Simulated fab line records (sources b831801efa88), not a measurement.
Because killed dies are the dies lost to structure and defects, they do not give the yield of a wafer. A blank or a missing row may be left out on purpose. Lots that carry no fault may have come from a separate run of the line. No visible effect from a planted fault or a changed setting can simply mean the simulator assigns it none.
fab line records | flow sky130
record: lots: 6 wafers: 18 last_day: 50
route steps=708 shown LDD_LDN@291 SPACER@304 PAD_OPEN@708
lots with no fault: from the same line, run without faults
start_h: the number of hours between the record's first day and the start of the first shown wafer of the lot | wait_h: time in hours since the lot's previous step | " identical to the entry in the row above | L1.1+2: a single row standing in for several wafers | - no value, or no start given | * or withheld: withheld | < > ~ a bound
route shown NAME@n: NAME is a module with steps in the file, n the number in the route of the first one | usual: mean/standard deviation of fault-free wafers | same: alike in all rows | chamber/n: place in a boat | sites: each site's reading | _std_site: standard deviation of those values | _edge_site: outer sites' mean less inner sites' | radius_mm: for every site, how far away it sits from the centre of the wafer | mask NAME#n: copy n | behind: the most recent tool/chamber to have shaped the wafer | hold: cause of the lot's hold/its duration in hours/its outcome | device: which transistor (n, p or np) failed to switch | end of line: at the end of the route, the tests of the same wafers | where a step has no rows: the recipe by itself | killed: count of dies lost to structure and defects at first sort (not the wafer's yield) | map: per-die view of a wafer (x killed, . not killed, _ where there is no die)
set.NAME: the setting the step ran with; set.NAME@STEP: the setting that earlier step ran with | model.NAME: the simulator's own value behind a step, which no gauge read
lots at selected steps of the route; one table per step, one row per wafer
services: from which hour (start_h, from the record's first day; less than 0 if before it) a tool's chamber was out of use, for how many hours, and why
== steps ==
step: SKY_LDD_LDN_COAT_02
recipe: resist: NOVOLAK spin_rpm: 3000 resist_thk_nm: 1140
step: SKY_LDD_LDN_SOFTBAKE_03
recipe: temp_c: 90 time_s: 60 resist: NOVOLAK
step: SKY_LDD_LDN_EXPOSE_04
recipe: mask_id: LDNTM na: 0.6 source_shape: conventional sigma_outer: 0.6 polarization: unpolarized target_cd_nm: 700 dose_mj: 140
step: SKY_LDD_LDN_PEB_05
recipe: temp_c: withheld time_s: * resist: NOVOLAK
step: SKY_LDD_LDN_DEVELOP_06
recipe: resist: NOVOLAK developer: TMAH develop_time_s: 60 dev_temp_c: 23
step: SKY_LDD_LDN_OVL_MEAS_07
usual: LDD_LDN_OVL: 0.3/1.5
columns lot.wafer tool chamber start_h wait_h LDD_LDN_OVL[nm]
L633.3 overlay-02 - 505.90 0.1 -0.8
L633.5 " - " " -1.1
L633.6 " - " " -0.9
L641.1 overlay-02 - 602.18 0.1 -1.7
L641.4 " - " " -2.5
L641.5 " - " " -1.1
L640.3 overlay-01 - 608.87 0.1 -2.2
L640.4 " - " " -1.9
L640.6 " - " " 2.7
L642.3 overlay-02 - 609.20 0.1 1.6
L642.4 " - " " 2.6
L642.5 " - " " 2.0
L652.2 overlay-02 - 684.37 0.1 -0.1
L652.3 " - " " 1.6
L652.4 " - " " 3.6
L655.2 overlay-01 - 705.74 0.1 -1.2
L655.4 " - " " 1.0
L655.6 " - " " 1.6
step: SKY_LDD_LDN_IMPLANT_08
recipe: species: As energy_kev: 15 dose_cm2: 1.25e+13 tilt_deg: withheld rotation_deg: 23
step: SKY_LDD_LDN_IMPLANT_09
recipe: species: As energy_kev: 15 dose_cm2: 1.25e+13 tilt_deg: withheld rotation_deg: 113
step: SKY_LDD_LDN_IMPLANT_10
recipe: species: As energy_kev: 14.73 dose_cm2: 1.25e+13 tilt_deg: withheld rotation_deg: 203
step: SKY_LDD_LDN_IMPLANT_11
recipe: species: As energy_kev: 15 dose_cm2: 1.25e+13 tilt_deg: withheld rotation_deg: 293
step: SKY_LDD_LDN_STRIP_12
recipe: chemistry: O2/N2 power_w: 1400 pressure_mtorr: 1500 platen_temp_c: withheld o2_flow_sccm: 3000 n2_flow_sccm: 300 overash_fraction: 0.5
usual: drypump_motor_current_A: 5.7/0.41 oes_product_au: 0.716/0.0045 strip_time_to_endpoint_s: 14.18/0.045
columns lot.wafer tool chamber start_h wait_h drypump_motor_current_A oes_product_au rf_hours_counter_h strip_time_to_endpoint_s
L633.3 plasma_asher-04 0 506.55 0.1 6.2 0.713 - 14.24
L633.5 " 1 " " 6.2 0.715 - 14.27
L633.6 " 0 " " 6.1 0.718 - 14.25
L641.1 plasma_asher-03 1 602.82 0.1 5.9 0.707 48 14.29
L641.4 " 0 " " 5.3 0.720 - 14.24
L641.5 " 0 " " 5.3 0.720 - 14.20
L640.3 plasma_asher-01 1 609.53 0.1 5.0 0.715 - 14.20
L640.4 " 0 " " 5.7 0.717 - 14.21
L640.6 " 0 " " 5.8 0.717 - 14.24
L642.3 plasma_asher-01 1 610.13 0.1 5.0 0.716 - 14.17
L642.4 " 0 " " 5.8 0.717 - 14.16
L642.5 " 1 " " 4.9 0.714 - 14.13
L652.2 plasma_asher-03 0 685.00 0.1 5.3 0.716 56 14.20
L652.3 " 0 " " 5.3 0.719 - 14.19
L652.4 " 1 " " 5.9 0.714 - 14.18
L655.2 plasma_asher-01 0 706.37 0.1 5.7 0.704 102 14.16
L655.4 " 1 " " 4.9 0.720 - 14.15
L655.6 " 1 " " 4.9 0.709 - 14.16
step: SKY_LDD_LDN_TW_MEAS_13
usual: LDD_LDN_TW: 1479/12
columns lot.wafer tool chamber start_h wait_h LDD_LDN_TW
L633.3 film_metro-03 - 506.64 0.1 1467
L633.5 " - " " 1465
L633.6 " - " " 1465
L641.1 film_metro-04 - 602.92 0.1 1463
L641.4 " - " " 1463
L641.5 " - " " 1475
L640.3 film_metro-04 - 609.62 0.1 1457
L640.4 " - " " 1470
L640.6 " - " " 1461
L642.3 film_metro-02 - 610.22 0.1 1497
L642.4 " - " " 1492
L642.5 " - " " 1494
L652.2 film_metro-03 - 685.11 0.1 1481
L652.3 " - " " 1484
L652.4 " - " " 1482
L655.2 film_metro-04 - 706.48 0.1 1468
L655.4 " - " " 1471
L655.6 " - " " 1476
step: SKY_LDD_LDN_CLEAN_14
recipe: chemistry: SC1/SC2 mix: 1:4:20 temp_c: 70 time_s: 150 dry: n2_spin
usual: bath_guard_temp_C: 69.8/0.48 bath_heat_duty_pct: 14.5/1.5
columns lot.wafer tool chamber start_h wait_h bath_guard_temp_C bath_heat_duty_pct
L633.3 wet_bench-03 2 506.68 0.0 69.7 15.5
L633.5 " 2 " " 69.4 14.8
L633.6 " 2 " " 69.5 14.8
L641.1 wet_bench-03 1 602.98 0.1 70.3 13.6
L641.4 " 1 " " 70.1 13.0
L641.5 " 1 " " 69.9 15.0
L640.3 wet_bench-02 3 609.66 0.0 - -
L640.4 " 3 " " - -
L640.6 " 3 " " - -
L642.3 wet_bench-03 3 610.26 0.0 - -
L642.4 " 3 " " - -
L642.5 " 3 " " - -
L652.2 wet_bench-04 0 685.16 0.0 70.0 14.8
L652.3 " 0 " " 70.1 14.3
L652.4 " 0 " " 69.8 14.4
L655.2 wet_bench-03 2 706.53 0.0 69.6 14.8
L655.4 " 2 " " 69.5 15.4
L655.6 " 2 " " 69.8 16.8
step: SKY_SPACER_CVD_00
recipe: material: Si3N4 precursor: DCS/NH3 target_thk_nm: 43.1 temp_c: 770 time_s: 740 pressure_mtorr: 250
step: SKY_PAD_OPEN_PROBE_99
usual: killed_at_M0_to_M3: 44/7.4 killed_at_M4_up: 3.2/2 killed_at_contacts: 24/5.1 killed_at_front_end: 15/4.8 killed_at_other: 0.2/0.46 killed_dies: 86/10 killed_open: 47/7.5 killed_short: 39/7
same: gross_dies: 492 killed_at_back_side: 0
columns lot.wafer tool chamber start_h wait_h killed_at_M0_to_M3 killed_at_M4_up killed_at_contacts killed_at_front_end killed_at_other killed_dies killed_open killed_short model.etest.diode_nwell_sub.leak_log10_a_cm2 model.etest.diode_dnwell_sub.leak_log10_a_cm2 model.etest.diode_pwell_dnwell.leak_log10_a_cm2 model.etest.diode_ndiff_pwell_hv.leak_log10_a_cm2 model.etest.diode_pdiff_nwell_hv.leak_log10_a_cm2 model.etest.nfet_16v.off_log10_a_um model.etest.pfet_16v.off_log10_a_um
L633.3 prober-01 - 1064.29 0.2 48 2 28 17 0 95 57 38 -7.045 -7.215 -7.578 -6.616 -6.528 -14.01 -13.79
L633.5 prober-01 - 1064.39 0.2 48 6 29 12 1 96 51 45 -7.442 -7.28 -7.703 -6.841 -6.722 -13.77 -13.9
L633.6 prober-01 - 1064.44 0.2 39 2 21 21 0 83 42 41 -7.402 -7.315 -7.311 -6.43 -6.468 -13.76 -13.9
L641.1 prober-02 - 1130.18 0.1 37 3 23 17 0 80 42 38 -7.556 -7.169 -7.723 -6.606 -6.691 -13.86 -13.81
L641.4 prober-02 - 1130.33 0.2 42 5 29 12 1 89 50 38 -7.266 -7.339 -7.566 -6.24 -6.507 -13.96 -13.81
L641.5 prober-02 - 1130.38 0.2 47 5 25 18 0 95 45 49 -7.278 -7.322 -7.528 -6.971 -6.785 -13.82 -13.89
L640.3 prober-01 - 1133.89 0.2 37 9 20 22 0 88 48 40 -6.823 -6.846 -6.872 -6.377 -6.534 -13.67 -13.73
L640.4 prober-01 - 1133.94 0.2 38 3 23 23 0 87 44 43 -6.589 -6.892 -7.151 -6.439 -6.441 -13.65 -13.82
L640.6 prober-01 - 1134.04 0.2 34 6 19 12 0 71 37 34 -6.674 -7.029 -6.756 -6.53 -6.558 -13.71 -13.81
L642.3 prober-01 - 1135.83 0.2 30 2 21 20 0 73 45 28 -6.777 -6.681 -7.201 -6.328 -6.482 -13.66 -13.76
L642.4 prober-01 - 1135.88 0.2 47 4 24 21 0 96 52 44 -6.534 -6.52 -7.229 -6.577 -6.525 -13.56 -13.58
L642.5 prober-01 - 1135.93 0.2 59 1 19 26 0 105 58 47 -6.606 -6.534 -6.849 -6.383 -6.323 -13.61 -13.59
L652.2 prober-02 - 1182.82 0.1 31 3 24 9 0 67 33 34 -7.104 -7.313 -7.481 -6.558 -6.635 -13.82 -13.95
L652.3 prober-02 - 1182.87 0.2 34 5 26 18 0 83 41 42 -7.17 -7.254 -7.838 -6.579 -6.721 -13.89 -13.94
L652.4 prober-02 - 1182.92 0.2 44 6 21 11 1 83 46 37 -7.386 -7.444 -7.61 -6.768 -6.848 -13.8 -13.9
L655.2 prober-01 - 1193.40 0.1 34 1 28 18 0 81 48 33 -7.452 -7.391 -7.54 -6.673 -6.547 -13.85 -13.82
L655.4 prober-01 - 1193.50 0.2 59 4 18 20 0 101 57 44 -7.28 -7.179 -7.676 -6.933 -6.75 -13.64 -13.87
L655.6 prober-01 - 1193.60 0.2 48 6 19 15 0 88 54 34 -7.31 -7.354 -7.508 -6.526 -6.854 -13.81 -14.09
killed by level:class
L633.3 VIA1:geometric_particle:open=13 CONTACT:geometric_particle:open=10 VIA2:geometric_particle:open=9 LI_CONTACT:geometric_particle:open=7 LOCAL_INTERCONNECT:geometric_particle:short=6 METAL2:geometric_particle:short=6 FIELD_ISO:geometric_particle:open=4 FIELD_ISO:geometric_particle:short=4
L633.5 VIA1:geometric_particle:open=17 CONTACT:geometric_particle:open=9 METAL1:geometric_particle:short=8 LOCAL_INTERCONNECT:geometric_particle:short=7 VIA2:geometric_particle:open=7 LI_CONTACT:geometric_particle:open=5 FIELD_ISO:geometric_particle:short=4 POLY_GATE:geometric_particle:short=4
L633.6 VIA1:geometric_particle:open=9 CONTACT:geometric_particle:open=7 VIA2:geometric_particle:open=7 POLY_GATE:geometric_particle:short=5 VIA3:geometric_particle:open=5 CONTACT:geometric_particle:short=5 LOCAL_INTERCONNECT:geometric_particle:short=5 METAL2:geometric_particle:short=5
L641.1 VIA1:geometric_particle:open=10 CONTACT:geometric_particle:open=7 VIA2:geometric_particle:open=7 FIELD_ISO:geometric_particle:open=6 LI_CONTACT:geometric_particle:open=6 CONTACT:geometric_particle:short=5 METAL3:geometric_particle:short=5 FIELD_ISO:geometric_particle:short=4
L641.4 LI_CONTACT:geometric_particle:open=12 CONTACT:geometric_particle:open=9 VIA1:geometric_particle:open=7 METAL2:geometric_particle:short=6 VIA2:geometric_particle:open=6 POLY_GATE:geometric_particle:short=5 LOCAL_INTERCONNECT:geometric_particle:short=5 METAL3:geometric_particle:open=5
L641.5 LI_CONTACT:geometric_particle:open=9 METAL1:geometric_particle:short=9 CONTACT:geometric_particle:open=7 VIA1:geometric_particle:short=6 VIA1:geometric_particle:open=6 VIA2:geometric_particle:open=5 METAL3:geometric_particle:short=5 POLY_GATE:geometric_particle:open=4
L640.3 VIA1:geometric_particle:open=7 LI_CONTACT:geometric_particle:open=7 METAL4:geometric_particle:short=7 POLY_GATE:geometric_particle:open=6 VIA3:geometric_particle:open=6 FIELD_ISO:geometric_particle:open=5 VIA2:geometric_particle:open=5 CONTACT:geometric_particle:short=4
L640.4 FIELD_ISO:geometric_particle:open=10 VIA1:geometric_particle:open=7 CONTACT:geometric_particle:short=6 VIA2:geometric_particle:open=6 VIA3:geometric_particle:open=6 LOCAL_INTERCONNECT:geometric_particle:short=5 CONTACT:geometric_particle:open=5 METAL1:geometric_particle:short=5
L640.6 VIA1:geometric_particle:open=8 VIA2:geometric_particle:open=8 CONTACT:geometric_particle:open=5 METAL1:geometric_particle:short=5 METAL4:geometric_particle:short=4 SPACER:geometric_particle:open=3 SPACER:geometric_particle:short=3 LI_CONTACT:geometric_particle:open=3
L642.3 CONTACT:geometric_particle:open=11 FIELD_ISO:geometric_particle:open=7 VIA1:geometric_particle:open=6 SPACER:geometric_particle:open=5 VIA2:geometric_particle:open=5 LI_CONTACT:geometric_particle:open=4 FIELD_ISO:geometric_particle:short=3 LOCAL_INTERCONNECT:geometric_particle:short=3
L642.4 CONTACT:geometric_particle:open=13 VIA1:geometric_particle:open=11 FIELD_ISO:geometric_particle:short=7 VIA3:geometric_particle:open=7 VIA1:geometric_particle:short=7 METAL2:geometric_particle:short=6 LOCAL_INTERCONNECT:geometric_particle:short=5 FIELD_ISO:geometric_particle:open=3
L642.5 VIA1:geometric_particle:open=14 VIA1:geometric_particle:short=10 CONTACT:geometric_particle:open=10 METAL1:geometric_particle:short=7 FIELD_ISO:geometric_particle:open=6 VIA2:geometric_particle:open=6 VIA3:geometric_particle:open=6 FIELD_ISO:geometric_particle:short=5
L652.2 CONTACT:geometric_particle:open=9 VIA1:geometric_particle:open=6 METAL1:geometric_particle:short=5 LI_CONTACT:geometric_particle:open=4 LOCAL_INTERCONNECT:geometric_particle:short=4 VIA3:geometric_particle:open=4 LI_CONTACT:geometric_particle:short=3 CONTACT:geometric_particle:short=3
L652.3 CONTACT:geometric_particle:open=9 VIA1:geometric_particle:short=9 LI_CONTACT:geometric_particle:open=7 FIELD_ISO:geometric_particle:open=5 CONTACT:geometric_particle:short=5 VIA1:geometric_particle:open=5 METAL2:geometric_particle:short=5 METAL4:geometric_particle:short=5
L652.4 VIA1:geometric_particle:open=10 CONTACT:geometric_particle:open=9 METAL1:geometric_particle:short=9 VIA2:geometric_particle:open=7 VIA3:geometric_particle:open=7 POLY_GATE:geometric_particle:short=5 LI_CONTACT:geometric_particle:open=4 METAL4:geometric_particle:short=4
L655.2 VIA1:geometric_particle:open=14 LI_CONTACT:geometric_particle:open=11 CONTACT:geometric_particle:open=6 METAL2:geometric_particle:short=6 FIELD_ISO:geometric_particle:short=5 FIELD_ISO:geometric_particle:open=5 LOCAL_INTERCONNECT:geometric_particle:short=5 VIA1:geometric_particle:short=5
L655.4 VIA1:geometric_particle:open=15 METAL1:geometric_particle:short=9 POLY_GATE:geometric_particle:short=7 LI_CONTACT:geometric_particle:open=7 CONTACT:geometric_particle:open=6 METAL2:geometric_particle:open=6 METAL2:geometric_particle:short=5 METAL3:geometric_particle:short=5
L655.6 VIA1:geometric_particle:open=15 POLY_GATE:geometric_particle:open=7 CONTACT:geometric_particle:open=6 FIELD_ISO:geometric_particle:open=5 VIA3:geometric_particle:open=5 METAL2:geometric_particle:short=5 METAL1:geometric_particle:short=4 LOCAL_INTERCONNECT:geometric_particle:short=4
== services ==
columns tool chamber start_h hours kind
plasma_asher-04 - 563.93 1.2 repair
plasma_asher-03 - 582.46 0.4 repair
wet_bench-04 - 647.57 7.3 repair
wet_bench-02 - 701.56 2.8 repair
== key ==
first_sign: step: SKY_LDD_LDN_CLEAN_14 reading: tool_record direction: missing
effect none on later readings
model_effect: step: SKY_PAD_OPEN_PROBE_99 value: etest.diode_nwell_sub.leak_log10_a_cm2 without: -7.294 struck: -6.667
met_at SKY_LDD_LDN_CLEAN_14
struck_wafers L640.3,L640.4,L640.6,L642.3,L642.4,L642.5
tester_left_out L640,L642
onset_between 602.98 609.66
fault: kind: skipped_step_whole tool: wet_bench-02,wet_bench-03 chamber: - onset_h: 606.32 steps: SKY_LDD_LDN_CLEAN_14 scope: struck_lots_only
tester_left_out: of these lots the tester's yield and bins aren't shown, on N5 and GAA mostly nor the transistor test; their killed dies are dies lost to structure and defects alone, not to doping, threshold or leakage, so they don't give the yield
